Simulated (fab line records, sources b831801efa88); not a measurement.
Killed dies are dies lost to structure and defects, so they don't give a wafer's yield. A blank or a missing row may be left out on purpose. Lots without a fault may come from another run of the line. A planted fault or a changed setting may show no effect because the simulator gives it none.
Which tool did it? | flow sfq_line | 14 lots, 42 wafers sampled, at 2 steps of a route of 325

WHAT THE GAUGES READ, wafer by wafer
SFQ_M7_RS_MEAS_943: measures by four-point-probe.
lot  | measured     | on            | M7_NB_RS (ohm/sq)
L206 | day 77 03:20 | film_metro-02 | 0.888 0.897 0.888
L207 | day 77 04:28 | film_metro-04 | 0.870 0.872 0.870
L208 | day 78 21:50 | film_metro-02 | 0.875 0.872 0.880
L212 | day 79 13:33 | film_metro-02 | 0.882 0.883 0.887
L213 | day 79 19:28 | film_metro-01 | 0.880 0.889 0.887
L215 | day 80 00:17 | film_metro-01 | 0.900 0.895 1.795
L217 | day 80 09:56 | film_metro-02 | 0.889 0.884 1.857
L219 | day 81 03:55 | film_metro-02 | 0.874 0.871 0.879
L220 | day 81 07:35 | film_metro-02 | 0.874 0.871 0.865
L222 | day 81 16:01 | film_metro-02 | 0.892 0.894 0.892
L223 | day 81 21:58 | film_metro-02 | 0.878 0.887 0.881
L224 | day 81 23:20 | film_metro-02 | 0.880 0.889 0.884
L226 | day 82 05:17 | film_metro-01 | 0.876 0.872 0.866
L228 | day 82 08:55 | film_metro-01 | 0.876 0.877 0.893

WHICH TOOL RAN EACH LOT (tool, then ch and the chambers of the sampled wafers, then the start)
lot  | SFQ_TRILAYER_M7_DEP_SPUTTER_175
L206 | pvd_sputter-04, day 77 03:11
L207 | pvd_sputter-06, day 77 04:23
L208 | pvd_sputter-06, day 78 21:44
L212 | pvd_sputter-03, day 79 13:28
L213 | pvd_sputter-06, day 79 19:22
L215 | pvd_sputter-03, day 80 00:11
L217 | pvd_sputter-03, day 80 09:50
L219 | pvd_sputter-06, day 81 03:50
L220 | pvd_sputter-04, day 81 07:28
L222 | pvd_sputter-06, day 81 15:55
L223 | pvd_sputter-06, day 81 21:53
L224 | pvd_sputter-06, day 81 23:14
L226 | pvd_sputter-04, day 82 05:12
L228 | pvd_sputter-06, day 82 08:48
- SFQ_TRILAYER_M7_DEP_SPUTTER_175: material Nb, target thk 200 nm, time 133.3 s.

WHAT THE TOOLS THEMSELVES READ (means of the sampled wafers that have a number; where no wafer has one, the mark that the record gives instead)
SFQ_TRILAYER_M7_DEP_SPUTTER_175.
lot  | tool           | throttle_valve_pct (%)
L206 | pvd_sputter-04 | 29.6
L207 | pvd_sputter-06 | 29.8
L208 | pvd_sputter-06 | 29.7
L212 | pvd_sputter-03 | 30.4
L213 | pvd_sputter-06 | 29.9
L215 | pvd_sputter-03 | 30.5
L217 | pvd_sputter-03 | 30.4
L219 | pvd_sputter-06 | 29.3
L220 | pvd_sputter-04 | 30.2
L222 | pvd_sputter-06 | 29.7
L223 | pvd_sputter-06 | 29.2
L224 | pvd_sputter-06 | 28.5
L226 | pvd_sputter-04 | 30.0
L228 | pvd_sputter-06 | 29.9

THE ANSWER, worked out from the rows above alone
Rule: what is usual is taken from the lots themselves. Put in order of their means at a reading, lots are off if they are a third of the lots or fewer, leave a main group of 4 or more, and stand apart from it by a gap of 3 or more times the standard deviation of the main group's means; of several such gaps the widest counts. A main group whose means are all the same, to the digits that the tables above print for the reading, isn't used. A lot without any number at a reading at which 4 lots or more have one is off too. The other lots that the step has rows for count as sound. The gauges are gone through in route order, then the tools' own readings, and for those a lot's mean is taken as printed above. The first step at which some lot is off is used, and at that step the reading that is off furthest; a lot without a number counts as furthest.
Off: L215, L217, at SFQ_M7_RS_MEAS_943 (M7_NB_RS). The main group: mean 0.880 ohm/sq, standard deviation 0.0074.
A tool fits if, at a process step before that reading, it ran every lot that is off, and no sound lot after the first of them. The gauges at SFQ_M7_RS_MEAS_943 are tried like those tools. One fits: pvd_sputter-03 at SFQ_TRILAYER_M7_DEP_SPUTTER_175. Its last sound lot is L212 (day 79 13:28), its first lot that is off L215 (day 80 00:11): a fault that began between those two fits.

WHAT THE SIMULATOR HAD PUT IN
Process parameter drift: pvd_sputter-03, from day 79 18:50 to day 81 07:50, at SFQ_TRILAYER_M7_DEP_SPUTTER_175. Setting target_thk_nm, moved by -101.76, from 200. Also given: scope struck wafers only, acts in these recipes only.
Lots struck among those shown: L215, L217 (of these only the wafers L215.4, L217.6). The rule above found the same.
